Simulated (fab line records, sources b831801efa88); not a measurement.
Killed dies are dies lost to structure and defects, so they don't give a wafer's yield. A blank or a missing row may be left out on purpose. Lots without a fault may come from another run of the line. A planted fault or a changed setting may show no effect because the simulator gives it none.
A struck lot beside a sound one | flow sky130 | 43 steps out of a route of 708
Sound: wafers L206.1, L206.3, L206.4. Struck: wafers L213.1, L213.2, L213.6. The cause comes at the end.
At each step with rows: each side's tool, then ch and its chambers, then its first start. Under that, the readings that differ: sound wafers | struck wafers | difference of the means | sigmas: that difference in standard deviations of wafers without a fault.
alike: readings whose means differ by less than 2 such deviations, and words and numbers that are the same on both sides. not compared: withheld readings, readings that some wafer has no value for, bounds like >300 that may hide the same value, and numbers for which the record gives no deviation and whose values overlap.
The two part at a step that has a row with sigmas, a row that says differs or no value, or rows on one side only. Numbers that don't overlap but have no deviation are shown without sigmas and don't part them. A reading that every wafer of one side lacks parts them only if that side has two wafers or more.

first, 1 step without rows for these wafers: SKY_METAL1_DEVELOP_14 (develop time 60 s).
SKY_METAL1_CD_MEAS_15: target cd 140 nm.
  sound on cd_sem-01, day 34 01:55; struck on cd_sem-01, day 36 14:42
  alike: cd_nm
SKY_METAL1_OVL_MEAS_16:
  sound on overlay-01, day 34 02:02; struck on overlay-02, day 36 14:49
  alike: METAL1_OVL
then, 1 step without rows for these wafers: SKY_METAL1_DESCUM_17 (chemistry O2, time 8 s).
SKY_METAL1_ETCH_18: etches BARC in N2/H2, stops on SiO2, time 45.9 s, target depth 60 nm.
  sound on rie_metal-03 ch 1, day 34 02:08; struck on rie_metal-04 ch 0,1, day 36 14:53
  alike: drypump_motor_current_A, oes_product_au, throttle_valve_pct
  not compared: rf_hours_counter_h
then, 1 step without rows for these wafers: SKY_METAL1_METAL_ETCH_19 (etches the open film in Cl2/BCl3, stops on SiO2, target depth 360 nm, time 78 s).
SKY_METAL1_STRIP_20: strips in O2/N2.
  sound on plasma_asher-01 ch 0,1, day 34 02:26; struck on plasma_asher-02 ch 0,1, day 36 15:02
  alike: drypump_motor_current_A, oes_product_au, strip_time_to_endpoint_s
  not compared: rf_hours_counter_h
then, 4 steps without rows for these wafers: SKY_METAL1_STRIP_21 (strips in post etch residue remover, time 1200 s); SKY_METAL1_CLEAN_22 (cleans in IPA, time 180 s); SKY_METAL1_CLEAN_23 (cleans in O3/DIW); SKY_VIA1_HDPCVD_00 (deposits SiO2, target thk 1030 nm, time 171.7 s).
SKY_VIA1_THK_MEAS_01:
  sound on film_metro-02, day 34 03:09; struck on film_metro-01, day 36 15:45
  alike: VIA1_HDPCVD_THK
SKY_VIA1_CMP_02: polishes SiO2.
  sound on cmp-01 ch 0,1,2, day 34 03:16; struck on cmp-02 ch 0,1, day 36 15:52
  alike: motor_current_A, platen_rpm
SKY_VIA1_BOW_MEAS_03:
  sound on film_metro-01, day 34 03:31; struck on film_metro-01, day 36 16:07
  alike: VIA1_BOW
then, 8 steps without rows for these wafers: SKY_VIA1_DEHYDRATE_04 (time 60 s); SKY_VIA1_HMDS_05 (prime time 60 s); SKY_VIA1_COAT_06 (resist thk 60 nm); SKY_VIA1_COAT_07 (resist thk 450 nm); SKY_VIA1_SOFTBAKE_08 (time 90 s); SKY_VIA1_EXPOSE_09 (exposes mask VIM, target cd 150 nm); SKY_VIA1_PEB_10; SKY_VIA1_DEVELOP_11 (develop time 60 s).
SKY_VIA1_CD_MEAS_12: target cd 150 nm.
  sound on cd_sem-01, day 35 06:09; struck on cd_sem-01, day 37 18:11
  alike: cd_nm
SKY_VIA1_OVL_MEAS_13:
  sound on overlay-02, day 35 06:16; struck on overlay-02, day 37 18:19
  alike: VIA1_OVL
SKY_VIA1_ETCH_14: etches BARC in N2/H2, stops on SiO2, time 45.9 s, target depth 60 nm.
  sound on rie_diel-03 ch 0,1,2, day 35 06:18; struck on rie_diel-03 ch 0,3, day 37 18:20
  alike: drypump_motor_current_A, oes_product_au, throttle_valve_pct
  not compared: rf_hours_counter_h
then, 7 steps without rows for these wafers: SKY_VIA1_ETCH_15 (etches SiO2 in C4F8/O2/Ar, stops on TiN, target depth 351 nm, time 54 s); SKY_VIA1_STRIP_16 (strips in O2/N2); SKY_VIA1_STRIP_17 (strips in post etch residue remover, time 1200 s); SKY_VIA1_CLEAN_18 (cleans in IPA, time 180 s); SKY_VIA1_CLEAN_19 (cleans in O3/DIW); SKY_VIA1_SPUTTER_20 (material TiN, target thk 20 nm, time 80 s); SKY_VIA1_CVD_21 (deposits W, target thk 270 nm, time 80.902 s).
SKY_VIA1_RS_MEAS_22: measures by four-point-probe.
  sound on film_metro-01, day 35 07:11; struck on film_metro-01, day 37 19:11
  alike: VIA1_W_RS
SKY_VIA1_THK_MEAS_23: measures by xrf.
  sound on film_metro-01, day 35 07:18; struck on film_metro-01, day 37 19:18
  alike: VIA1_W_THK
SKY_VIA1_CMP_24: polishes, stops on SiO2, t overpolish 15 s, target thk 0 nm.
  sound on cmp-02 ch 1,2,3, day 35 07:22; struck on cmp-02 ch 0,1,2, day 37 19:25
  alike: motor_current_A, overpolish_run_s, platen_rpm, time_to_endpoint_s
then, 3 steps without rows for these wafers: SKY_METAL2_SPUTTER_00 (material Ti, target thk 15 nm, time 10 s); SKY_METAL2_SPUTTER_01 (material TiN, target thk 20 nm, time 16.7 s); SKY_METAL2_SPUTTER_02 (material AlCu, target thk 250 nm, time 13.3 s).
SKY_METAL2_SPUTTER_03: material Ti, target thk 5 nm, time 3.3 s.
  sound on pvd_sputter-02, day 35 07:44; struck on pvd_sputter-02, day 37 19:44
  alike: throttle_valve_pct
then, 1 step without rows for these wafers: SKY_METAL2_SPUTTER_04 (material TiN, target thk 70 nm, time 58.3 s).
SKY_METAL2_RS_MEAS_05: measures by four-point-probe.
  sound on film_metro-04, day 35 07:48; struck on film_metro-01, day 37 19:48
  alike: METAL2_ALCU_RS
SKY_METAL2_THK_MEAS_06: measures by xrf.
  sound on film_metro-04, day 35 07:55; struck on film_metro-01, day 37 19:55
  alike: METAL2_ALCU_THK
-- the record jumps here: 11 days lie between the struck wafers' starts before and after (it left off in module METAL2 and takes up again in module PAD_OPEN, whose first step shown is number 708 of the route) --
SKY_PAD_OPEN_PROBE_99:
  sound on prober-02, day 46 22:46; struck on prober-02, day 48 14:53
  reading                               | sound        | struck            | difference | sigmas
  defect_limited_yield (%)              | 82.9 83.9    | 53.0 48.2 47.2    | -33.9      | -19
  killed_at_M0_to_M3                    | 41 38        | 193 217 224       | +172       | +28
  killed_at_contacts                    | 30 31        | 16 19 20          | -12        | -2
  killed_dies                           | 84 79        | 231 255 260       | +167       | +19
  killed_on_rim                         | 18 17        | 45 58 45          | +32        | +9
  sort_bin_3_pad_short (%)              | 1.0 0.4      | 4.1 3.3 2.6       | +2.6       | +6
  sort_bin_5_function (%)               | 11.2 9.1     | 27.2 33.5 36.0    | +22.1      | +16
  sort_bin_6_memory (%)                 | 4.9 6.5      | 15.7 15.0 14.2    | +9.3       | +8
  sort_n_pass                           | 408 413      | 261 237 232       | -167       | -19
  sort_yield_pct (%)                    | 82.9 83.9    | 53.0 48.2 47.2    | -33.9      | -19
  model.etest.tester.sort_n_pass        | 408 413      | 261 237 232       | -167       |
  model.etest.tester.sort_yield_pct (%) | 82.93 83.94  | 53.05 48.17 47.15 | -33.98     |
  model.etest.tester.sort_bin_5_pct (%) | 11.18 9.146  | 27.24 33.54 35.98 | +22.09     |
  model.etest.tester.sort_bin_6_pct (%) | 4.878 6.504  | 15.65 15.04 14.23 | +9.28      |
  model.etest.tester.sort_bin_3_pct (%) | 1.016 0.4065 | 4.065 3.252 2.642 | +2.608     |
  alike: killed_at_M4_up, killed_at_front_end, killed_at_other, killed_open, killed_short

WHERE THEY PART
Only at SKY_PAD_OPEN_PROBE_99, within this record.

WHY: what the simulator had put in
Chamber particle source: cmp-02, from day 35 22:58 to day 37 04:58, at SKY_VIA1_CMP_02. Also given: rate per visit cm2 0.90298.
